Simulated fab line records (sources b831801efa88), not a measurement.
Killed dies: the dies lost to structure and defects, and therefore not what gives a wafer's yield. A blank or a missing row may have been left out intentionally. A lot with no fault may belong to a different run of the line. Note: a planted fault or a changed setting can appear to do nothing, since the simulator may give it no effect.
Matching of chambers -- flow sfq_line -- cmp-02 running SFQ_TRILAYER_I2_CMP_CMP_064: 4 sister chambers
The step polishes SiO2. 18 wafers are shown with their chamber, then 9 later ones without.

== WAFERS WITH THEIR CHAMBER ==
wafer,chamber,motor_current_A (A),platen_rpm (rpm),time_to_endpoint_s (s)
L494.3,1,10.1,59.98,211
L494.2,3,10.0,60.00,208
L494.6,1,9.8,60.00,214
L495.1,3,10.5,60.01,213
L495.4,0,12.5,59.97,226
L495.3,2,9.8,60.03,209
L496.3,3,10.2,59.99,221
L496.2,1,10.2,60.00,215
L496.6,3,10.0,59.96,218
L497.2,2,9.2,59.96,208
L497.5,0,13.0,59.97,217
L497.6,1,9.6,59.98,214
L499.1,2,9.8,59.85,217
L499.3,0,13.2,59.92,212
L499.4,3,9.8,59.98,221
L501.1,1,9.1,60.00,228
L501.2,2,9.8,60.02,220
L501.5,0,13.4,59.99,222

SIGNATURES (averages over the wafers above)
reading,chamber 0,chamber 1,chamber 2,chamber 3,scatter within a chamber
motor_current_A,13.025,9.760,9.650,10.100,0.356
platen_rpm,59.9625,59.9920,59.9650,59.9880,0.0424
time_to_endpoint_s,219.25,216.40,213.50,216.20,6.09
Rule: a wafer's distance from a chamber is the root of the sum, over the readings, of the square of ((its reading less the chamber's mean) divided by the reading's scatter). If the next closest chamber is less than 2 further off than the closest, the wafer can't be placed; otherwise it belongs to the closest. The scatter: take each reading less its chamber's mean, square it, sum over the shown wafers, divide by the number of wafers less the number of chambers, and take the root.

== WAFERS WITH NO CHAMBER GIVEN ==
wafer,motor_current_A (A),platen_rpm (rpm),time_to_endpoint_s (s)
L502.1,10.1,59.97,219
L502.4,9.7,59.94,219
L502.5,9.2,59.98,211
L509.2,9.5,60.05,206
L509.3,11.8,60.02,224
L509.5,10.2,59.97,214
L511.4,10.1,60.00,213
L511.5,9.4,59.99,215
L511.6,13.3,60.00,224

== CHAMBER TAKEN BY EACH ==
wafer,from the rows above,in truth
L502.1,can't be placed: 3 or 1 or 2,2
L502.4,can't be placed: 2 or 1 or 3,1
L502.5,can't be placed: 2 or 1 or 3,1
L509.2,can't be placed: 1 or 2 or 3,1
L509.3,can't be placed: 0 or 3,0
L509.5,can't be placed: 3 or 1 or 2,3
L511.4,can't be placed: 3 or 1 or 2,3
L511.5,can't be placed: 2 or 1 or 3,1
L511.6,0,0
Correctly placed: 1 of 9. Not placeable from these rows: 8 (in 8, the candidates include the true chamber). Number placed wrongly: 0.
